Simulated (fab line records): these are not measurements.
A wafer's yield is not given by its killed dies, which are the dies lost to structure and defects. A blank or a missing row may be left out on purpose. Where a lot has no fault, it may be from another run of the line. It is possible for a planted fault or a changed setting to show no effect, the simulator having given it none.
One fault seen from 2 desks || flow gf180mcu || each desk holds nothing but its own numbers, with what lay behind them at the end

## THE TOOL OWNER'S DESK: iline_stepper-02
The tool's own readings at GF_MIM_EXPOSE_16 (exposes mask FuseTop, target cd 2000 nm): means of the sampled wafers that have a number, for each lot that ran on this tool. Marked OUT: a lot whose mean sits more than 4 standard deviations from the usual mean, which makes it out of limits; the brackets give that distance.
Columns: A = exposure_dose_mJ_cm2 at GF_MIM_EXPOSE_16, usual 139.99
{"lot": "L865", "first seen here": "day 25 16:37", "A": 140.00}
{"lot": "L871", "first seen here": "day 27 18:35", "A": "134.29 (-44) OUT"}
{"lot": "L875", "first seen here": "day 29 06:24", "A": "134.44 (-43) OUT"}
Finding of this desk: L871, L875 out of limits; the first was L871 at day 27 18:35, on exposure_dose_mJ_cm2 at GF_MIM_EXPOSE_16. L865: within limits.

## METROLOGY DESK
What the gauges read for every lot (on any tool): the sampled wafers with a number, averaged. Marked OUT: a lot whose mean sits more than 4 standard deviations from the usual mean, which makes it out of limits; the brackets give that distance.
Columns: A = V3_W_THK at GF_V3_THK_MEAS_25, usual 360 nm
{"lot": "L865", "first seen here": "day 23 01:19", "A": 352}
{"lot": "L866", "first seen here": "day 23 05:58", "A": 358}
{"lot": "L867", "first seen here": "day 23 16:07", "A": 364}
{"lot": "L871", "first seen here": "day 25 09:36", "A": 358}
{"lot": "L875", "first seen here": "day 27 00:04", "A": 356}
{"lot": "L878", "first seen here": "day 27 08:10", "A": 358}
{"lot": "L879", "first seen here": "day 27 14:55", "A": 358}
{"lot": "L880", "first seen here": "day 27 21:04", "A": 355}
{"lot": "L885", "first seen here": "day 29 04:55", "A": 369}
{"lot": "L886", "first seen here": "day 29 11:59", "A": 358}
{"lot": "L887", "first seen here": "day 29 19:10", "A": 365}
{"lot": "L888", "first seen here": "day 29 20:24", "A": 368}
This desk's finding: nothing out of limits on any of the 12 lots.

## ALL TOGETHER
At day 27 18:35, on L871, L875, the tool owner's desk was in a position to raise an alarm.
From the metrology desk's view, nothing was out of limits.
The metrology desk has L871, L875 on record, within its limits.
All the named lots went through GF_MIM_EXPOSE_16 on iline_stepper-02.

## WHAT THE SIMULATOR PUT IN
Process parameters drifting: iline_stepper-02 at GF_MIM_EXPOSE_16, beginning at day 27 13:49. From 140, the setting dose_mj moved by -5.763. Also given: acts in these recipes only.
Lots struck among those shown: L871, L875.
Each desk's first reading out of limits, in hours after the fault started: the tool owner's desk, 5.
